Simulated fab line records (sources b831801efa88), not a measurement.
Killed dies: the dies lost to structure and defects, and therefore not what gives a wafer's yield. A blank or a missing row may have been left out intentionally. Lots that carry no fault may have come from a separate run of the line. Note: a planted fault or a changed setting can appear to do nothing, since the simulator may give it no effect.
Struck lot and sound lot, side by side	flow sky130	18 steps out of a route of 708
Sound: wafers L312.1, L312.3, L312.6. Wafers L323.1, L323.3, L323.5 were the ones struck. Last of all comes the cause.
Order at every step that has rows: each side's tool, ch and its chambers, its first start. Under that, the readings that differ: sound wafers	struck wafers	difference of the means	sigmas: that difference in standard deviations of wafers without a fault.
alike: readings whose means differ by less than 2 such deviations, and words and numbers that are the same on both sides. not compared: withheld readings, readings that some wafer has no value for, bounds like >300 that may hide the same value, and numbers for which the record gives no deviation and whose values overlap.
The two part at a step that has a row with sigmas, a row that says differs or no value, or rows on one side only. Non-overlapping numbers with no deviation appear without sigmas and do not part them. A reading missing from all wafers of one side parts the sides only when that side holds two or more wafers.

SKY_LDD_HVP_STRIP_09: strips in O2/N2.
  sound on plasma_asher-01 ch 0,1, day 22 06:34; struck on plasma_asher-02 ch 0,1, day 26 10:28
  alike: chamber_pressure_mTorr, drypump_motor_current_A, o2_flow_sccm, oes_product_au, strip_time_to_endpoint_s
  not compared: rf_hours_counter_h
SKY_LDD_HVP_TW_MEAS_10:
  sound on film_metro-02 at day 22 06:40; struck on film_metro-01 at day 26 10:34
  alike: LDD_HVP_TW
then, 7 steps without rows for these wafers: SKY_LDD_LDN_DEHYDRATE_00 (time 60 s); SKY_LDD_LDN_HMDS_01 (prime time 60 s); SKY_LDD_LDN_COAT_02 (resist thk 1140 nm); SKY_LDD_LDN_SOFTBAKE_03 (time 60 s); SKY_LDD_LDN_EXPOSE_04 (exposes mask LDNTM, target cd 700 nm); SKY_LDD_LDN_PEB_05; SKY_LDD_LDN_DEVELOP_06 (develop time 60 s).
SKY_LDD_LDN_OVL_MEAS_07:
  sound on overlay-02 at day 23 12:23; struck on overlay-02 at day 27 15:44
  alike: LDD_LDN_OVL
then, 2 steps without rows for these wafers: SKY_LDD_LDN_IMPLANT_08; SKY_LDD_LDN_IMPLANT_09.
SKY_LDD_LDN_IMPLANT_10:
  sound on implanter-01 ch 0, day 23 12:44; struck on implanter-02 ch 0, day 27 16:23
  alike: dose_ions_cm2
after that, 1 step had no rows for these wafers: SKY_LDD_LDN_IMPLANT_11.
SKY_LDD_LDN_STRIP_12: strips in O2/N2.
  sound on plasma_asher-02 ch 0, day 23 13:02; struck on plasma_asher-02 ch 1, day 27 16:41
reading	sound	struck	difference	sigmas
drypump_motor_current_A (A)	5.0 5.0 5.0	6.1 6.1 6.1	+1.1	+2
  alike: chamber_pressure_mTorr, o2_flow_sccm, oes_product_au, strip_time_to_endpoint_s
  not compared: rf_hours_counter_h
SKY_LDD_LDN_TW_MEAS_13:
  sound on film_metro-03 at day 23 13:08; struck on film_metro-02 at day 27 17:01
reading	sound	struck	difference	sigmas
LDD_LDN_TW	1452 1454 1458	1591 1588 1593	+136	+9
then, 1 step without rows for these wafers: SKY_LDD_LDN_CLEAN_14 (cleans in SC1/SC2, time 150 s).
-- here the record skips 21 days between the struck wafers' starts before and after, leaving off in module LDD_LDN and picking up in module PAD_OPEN (first step shown: number 708 of the route) --
SKY_PAD_OPEN_PROBE_99:
  sound on prober-01 at day 46 07:58; struck on prober-02 at day 48 23:22
reading	sound	struck	difference	sigmas
killed_at_M0_to_M3	37 39 31	53 53 46	+15	+2
model.etest.tip_sonos.rs_ohm_sq	2696 2674 2707	2359 2322 2322	-358	
  alike: killed_at_M4_up, killed_at_contacts, killed_at_front_end, killed_at_other, killed_dies, killed_open, killed_short

## WHERE THEY PART
Last at SKY_PAD_OPEN_PROBE_99 as far as this record goes, first at SKY_LDD_LDN_STRIP_12.

WHY: the cause the simulator had injected
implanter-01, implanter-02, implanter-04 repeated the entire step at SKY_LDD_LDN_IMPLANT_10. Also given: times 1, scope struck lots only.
